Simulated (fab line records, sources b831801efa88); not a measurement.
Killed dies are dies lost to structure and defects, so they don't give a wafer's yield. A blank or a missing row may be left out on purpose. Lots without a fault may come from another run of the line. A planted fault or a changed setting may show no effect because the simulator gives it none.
Problem report in the 8D (eight disciplines) form, filled by code | flow gf180mcu | the parts of the form that need people (team, actions taken, sign-off) are left out

1. THE PROBLEM
plate_temp_C at GF_LVPWELL_SOFTBAKE_03 reads a mean of 113.55 C on 9 wafers of 3 lots; wafers without a fault read 110.01 C with a standard deviation of 0.13. That is +27 standard deviations from the usual mean.
First seen on wafer L946.1, day 5 16:41, on litho_track-01. The record holds 39 wafers of 13 lots with a number at this step. Rule for "out", or "out of limits": more than 4 standard deviations from the usual mean. The other wafers with a number count as sound.

2. WHAT IT IS AND WHAT IT IS NOT
question                    | is                                 | is not
which readings at this step | plate_temp_C, heater_power_total_W | -
which lots                  | L946, L948, L949                   | L938, L939, L941, L945, L947, L950, L953, L956, L958, L960
which wafers of those lots  | all that have a number             | -
read on which tools         | litho_track-01                     | litho_track-02, litho_track-04
when                        | from day 5 16:41                   | up to then (12 sound wafers); but 18 sound wafers of L947, L950, L953, L956, L958, L960 came after

3. SUSPECTS, AND WHAT RULES EACH OUT
Counting: a tool at a process step up to the reading stays a suspect if it ran every lot that is out and no sound lot after the first of them.
- litho_track-01 at GF_LVPWELL_SOFTBAKE_03: kept. It ran every lot that is out, first L946 (day 5 16:41), and no sound lot after that; its last sound lot up to then is L945 (day 5 11:55). Its own readings are out on those wafers: heater_power_total_W, plate_temp_C.
Left after counting: litho_track-01 at GF_LVPWELL_SOFTBAKE_03.

4. THE CAUSE (what the simulator had put in)
Process parameter drift: litho_track-01, from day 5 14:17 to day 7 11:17, at GF_LVPWELL_SOFTBAKE_03. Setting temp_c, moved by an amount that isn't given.
Counting left only this tool.

5. THE CHAIN OF EFFECTS, in route order
Each row: a reading whose mean over the struck wafers that have a number lies more than 3 standard deviations from the usual. Only readings for which the record gives a usual standard deviation are gone through. hours: the time from each lot's start at the first step in this table that gives one to its start at this step, as a median over the lots. sigmas: the change in usual standard deviations.
hours | step                   | reading              | usual    | on struck wafers | change | sigmas
0     | GF_LVPWELL_SOFTBAKE_03 | heater_power_total_W | 65.31 W  | 68.18            | +2.87  | +20
0     | GF_LVPWELL_SOFTBAKE_03 | plate_temp_C         | 110.01 C | 113.55           | +3.54  | +27
The process steps in it:
- GF_LVPWELL_SOFTBAKE_03

6. WHAT WOULD HAVE CAUGHT IT SOONER
In this record the first reading out of limits was taken at day 5 16:41, 2 hours after the fault began at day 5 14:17.
